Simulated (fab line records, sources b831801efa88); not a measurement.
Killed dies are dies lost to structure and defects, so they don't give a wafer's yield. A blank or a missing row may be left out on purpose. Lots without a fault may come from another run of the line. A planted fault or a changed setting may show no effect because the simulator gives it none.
fab line records | flow sky130
record lots=7 wafers=21 last_day=49
route steps=708 shown METAL1@435
lots that met no fault: from a run of the same line without faults
start_h: hours from the record's first day to the start of the lot's first wafer shown | wait_h: hours since the lot's step before | " the same as in the row above | L1.1+2: a row that stands for several wafers | - no value, or no start given | * or withheld: withheld | < > ~ a bound
route shown NAME@n: a module of which the file shows steps, and the number in the route of the first | usual: mean/standard deviation of fault-free wafers | same: alike in all rows | chamber/n: place in a boat | sites: the reading at each site | _std_site: their standard deviation | _edge_site: outer sites' mean less inner sites' | radius_mm: how far each site lies from the wafer's centre | mask NAME#n: copy n | behind: the tool/chamber that last shaped the wafer | hold: why the lot was held/for how many hours/how that ended | device: the transistor (n, p or np) that didn't switch | end of line: the same wafers' tests at the end of the route | a step without rows: its recipe alone | killed: dies lost to structure and defects at the first sort, not the wafer's yield | map: a wafer's dies, x killed, . not, _ none there
set.NAME: the setting as run; set.NAME@STEP: as run at that earlier step | model.NAME: the simulator's own value behind a step, which no gauge read
lots at some steps of the route; a table a step, a row a wafer
services: from which hour (start_h, from the record's first day; less than 0 if before it) a tool's chamber was out of use, for how many hours, and why
## steps
# step SKY_METAL1_SPUTTER_01
# recipe material=TiN target_thk_nm=20 power_w=6500 time_s=16.7 chamber_pressure_pa=0.4
# usual throttle_valve_pct=29.9/1.2
# columns lot.wafer tool chamber start_h wait_h throttle_valve_pct
L995.2 pvd_sputter-03 - 734.18 0.0 31.9
L995.3 " - " " 30.4
L995.6 " - " " 29.8
L997.1 pvd_sputter-01 - 759.58 0.0 29.9
L997.5 " - " " 30.6
L997.6 " - " " 30.1
L101.4 pvd_sputter-04 - 783.89 0.0 28.3
L101.5 " - " " 31.8
L101.6 " - " " 28.9
L102.2 pvd_sputter-01 - 788.66 0.0 30.4
L102.3 " - " " 30.8
L102.6 " - " " 30.4
L103.1 pvd_sputter-04 - 804.57 0.0 31.8
L103.5 " - " " 28.1
L103.6 " - " " 28.5
L114.2 pvd_sputter-04 - 872.10 0.0 28.7
L114.3 " - " " 28.8
L114.4 " - " " 31.8
L117.1 pvd_sputter-03 - 889.06 0.0 29.7
L117.4 " - " " 30.1
L117.5 " - " " 30.7
# step SKY_METAL1_SPUTTER_02
# recipe material=AlCu target_thk_nm=250 power_w=10600 time_s=13.3 chamber_pressure_pa=0.4
# usual throttle_valve_pct=29.9/1.2
# columns lot.wafer tool chamber start_h wait_h throttle_valve_pct
L995.2 pvd_sputter-03 - 734.21 0.0 31.8
L995.3 " - " " 30.2
L995.6 " - " " 29.7
L997.1 pvd_sputter-01 - 759.60 0.0 29.7
L997.5 " - " " 30.4
L997.6 " - " " 29.8
L101.4 pvd_sputter-04 - 783.92 0.0 28.1
L101.5 " - " " 31.7
L101.6 " - " " 29.0
L102.2 pvd_sputter-01 - 788.69 0.0 30.3
L102.3 " - " " 30.5
L102.6 " - " " 30.3
L103.1 pvd_sputter-04 - 804.59 0.0 32.0
L103.5 " - " " 28.0
L103.6 " - " " 28.6
L114.2 pvd_sputter-04 - 872.12 0.0 28.7
L114.3 " - " " 29.1
L114.4 " - " " 31.7
L117.1 pvd_sputter-03 - 889.09 0.0 29.4
L117.4 " - " " 30.3
L117.5 " - " " 30.8
# step SKY_METAL1_SPUTTER_03
# recipe material=Ti target_thk_nm=5 power_w=3000 time_s=3.3 chamber_pressure_pa=0.4
# usual throttle_valve_pct=29.9/1.2
# columns lot.wafer tool chamber start_h wait_h throttle_valve_pct
L995.2 pvd_sputter-03 - 734.23 0.0 32.0
L995.3 " - " " 30.1
L995.6 " - " " 29.7
L997.1 pvd_sputter-01 - 759.63 0.0 30.0
L997.5 " - " " 30.3
L997.6 " - " " 29.9
L101.4 pvd_sputter-04 - 783.94 0.0 28.3
L101.5 " - " " 31.6
L101.6 " - " " 28.9
L102.2 pvd_sputter-01 - 788.71 0.0 30.5
L102.3 " - " " 30.8
L102.6 " - " " 30.5
L103.1 pvd_sputter-04 - 804.62 0.0 31.5
L103.5 " - " " 28.1
L103.6 " - " " 28.4
L114.2 pvd_sputter-04 - 872.15 0.0 28.9
L114.3 " - " " 29.0
L114.4 " - " " 31.5
L117.1 pvd_sputter-03 - 889.11 0.0 29.7
L117.4 " - " " 30.2
L117.5 " - " " 30.8
# step SKY_METAL1_SPUTTER_04
# recipe material=TiN target_thk_nm=70 power_w=6500 time_s=58.3 chamber_pressure_pa=0.4
# usual throttle_valve_pct=29.9/1.2
# columns lot.wafer tool chamber start_h wait_h throttle_valve_pct
L995.2 pvd_sputter-03 - 734.25 0.0 31.7
L995.3 " - " " 30.3
L995.6 " - " " 29.7
L997.1 pvd_sputter-01 - 759.64 0.0 29.9
L997.5 " - " " 30.4
L997.6 " - " " 29.8
L101.4 pvd_sputter-04 - 783.96 0.0 28.0
L101.5 " - " " 31.5
L101.6 " - " " 28.9
L102.2 pvd_sputter-01 - 788.73 0.0 30.3
L102.3 " - " " 30.8
L102.6 " - " " 30.4
L103.1 pvd_sputter-04 - 804.63 0.0 31.4
L103.5 " - " " 28.4
L103.6 " - " " 28.6
L114.2 pvd_sputter-04 - 872.17 0.0 28.9
L114.3 " - " " 29.0
L114.4 " - " " 31.6
L117.1 pvd_sputter-03 - 889.13 0.0 29.8
L117.4 " - " " 30.0
L117.5 " - " " 30.8
# step SKY_METAL1_RS_MEAS_05
# recipe thk_meas_gauge=four-point-probe reads=TiN_of_METAL1_SPUTTER_04+Ti_of_METAL1_SPUTTER_03+AlCu_of_METAL1_SPUTTER_02+TiN_of_METAL1_SPUTTER_01+Ti_of_METAL1_SPUTTER_00
# usual METAL1_ALCU_RS=0.1268/0.0011
# columns lot.wafer tool chamber start_h wait_h METAL1_ALCU_RS[ohm/sq]
L995.2 film_metro-03 - 734.32 0.0 0.1282
L995.3 " - " " 0.1284
L995.6 " - " " 0.1282
L997.1 film_metro-03 - 759.69 0.0 0.1265
L997.5 " - " " 0.1263
L997.6 " - " " 0.1257
L101.4 film_metro-02 - 784.07 0.1 0.1289
L101.5 " - " " 0.1286
L101.6 " - " " 0.1269
L102.2 film_metro-03 - 788.80 0.0 0.1282
L102.3 " - " " 0.1280
L102.6 " - " " 0.1280
L103.1 film_metro-04 - 804.68 0.0 0.1273
L103.5 " - " " 0.1264
L103.6 " - " " 0.1269
L114.2 film_metro-03 - 872.24 0.0 0.1260
L114.3 " - " " 0.1242
L114.4 " - " " 0.1258
L117.1 film_metro-02 - 889.18 0.0 0.1262
L117.4 " - " " 0.1248
L117.5 " - " " 0.1252
# step SKY_METAL1_THK_MEAS_06
# recipe thk_meas_gauge=xrf reads=AlCu_of_METAL1_SPUTTER_02
# usual METAL1_ALCU_THK=248.8/2.4
# columns lot.wafer tool chamber start_h wait_h METAL1_ALCU_THK[nm]
L995.2 film_metro-03 - 734.43 0.1 243.7
L995.3 " - " " 245.8
L995.6 " - " " 245.2
L997.1 film_metro-03 - 759.81 0.1 249.9
L997.5 " - " " 248.3
L997.6 " - " " 251.6
L101.4 film_metro-02 - 784.16 0.1 243.4
L101.5 " - " " 243.0
L101.6 " - " " 246.0
L102.2 film_metro-03 - 788.91 0.1 246.3
L102.3 " - " " 246.8
L102.6 " - " " 247.7
L103.1 film_metro-04 - 804.80 0.1 249.4
L103.5 " - " " 248.9
L103.6 " - " " 250.3
L114.2 film_metro-03 - 872.35 0.1 250.0
L114.3 " - " " 255.7
L114.4 " - " " 250.0
L117.1 film_metro-02 - 889.30 0.1 249.6
L117.4 " - " " 254.0
L117.5 " - " " 251.3
# step SKY_METAL1_DEHYDRATE_07
# recipe temp_c=200 time_s=60
# step SKY_METAL1_HMDS_08
# recipe prime_time_s=60 prime_temp_c=120
# step SKY_METAL1_COAT_09
# recipe resist=BARC temp_c=withheld time_s=withheld spin_rpm=3000 resist_thk_nm=60
# step SKY_METAL1_COAT_10
# recipe resist=KrF-thick spin_rpm=3000 resist_thk_nm=450
# step SKY_METAL1_SOFTBAKE_11
# recipe temp_c=100 time_s=90 resist=KrF-thick
# step SKY_METAL1_EXPOSE_12
# recipe mask_id=MM1 na=0.8 source_shape=annular sigma_inner=0.55 sigma_outer=0.85 target_cd_nm=140 dose_mj=28
# step SKY_METAL1_PEB_13
# recipe peb_temp_c=withheld peb_time_s=withheld resist=KrF-thick
# usual chill_plate_temp_C=* exhaust_pa=44.8/0.92
# columns lot.wafer tool chamber start_h wait_h chill_plate_temp_C exhaust_pa
L995.2 litho_track-01 0 760 - * 46.2
L995.3 " 0 " " * 43.9
L995.6 " 0 " " * 43.9
L997.1 litho_track-01 0 785 - * 45.1
L997.5 " 0 " " * 44.4
L997.6 " 0 " " * 44.1
L101.4 litho_track-01 - 809 - - -
L101.5 " - " " - -
L101.6 " - " " - -
L102.2 litho_track-01 - 814 - - -
L102.3 " - " " - -
L102.6 " - " " - -
L103.1 litho_track-01 - 829 - - -
L103.5 " - " " - -
L103.6 " - " " - -
L114.2 litho_track-02 0 897 - * 44.7
L114.3 " 0 " " * 45.9
L114.4 " 0 " " * 43.9
L117.1 litho_track-01 0 914 - * 43.0
L117.4 " 0 " " * 44.3
L117.5 " 0 " " * 42.6
# step SKY_METAL1_DEVELOP_14
# recipe develop_time_s=60 resist=KrF-thick dev_temp_c=21
## services
# columns tool chamber start_h hours kind
pvd_sputter-04 - 711.83 6.9 repair
pvd_sputter-01 - 768.45 2.1 repair
pvd_sputter-03 - 806.96 1.1 repair
pvd_sputter-04 - 893.05 2.2 repair
## key
first_sign step=SKY_METAL1_PEB_13 reading=tool_record direction=missing
effect none on later readings
met_at SKY_METAL1_PEB_13
struck_wafers L101.4,L101.5,L101.6,L102.2,L102.3,L102.6,L103.1,L103.5,L103.6
later_rows_left_out L101.4,L101.5,L101.6,L102.2,L102.3,L102.6,L103.1,L103.5,L103.6
sort_left_out L101.4,L101.5,L101.6,L102.2,L102.3,L102.6,L103.1,L103.5,L103.6
onset_between 785 809
fault kind=skipped_step_whole tool=litho_track-01 chamber=- onset_h=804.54 steps=SKY_METAL1_PEB_13 scope=struck_lots_only
# sort_left_out: the simulated sort isn't trusted on such a fault, so these wafers' sort isn't shown, and their yield isn't known
# later_rows_left_out: the simulator's readings of these wafers behind a module that went badly wrong aren't trusted and aren't shown, but for the sort
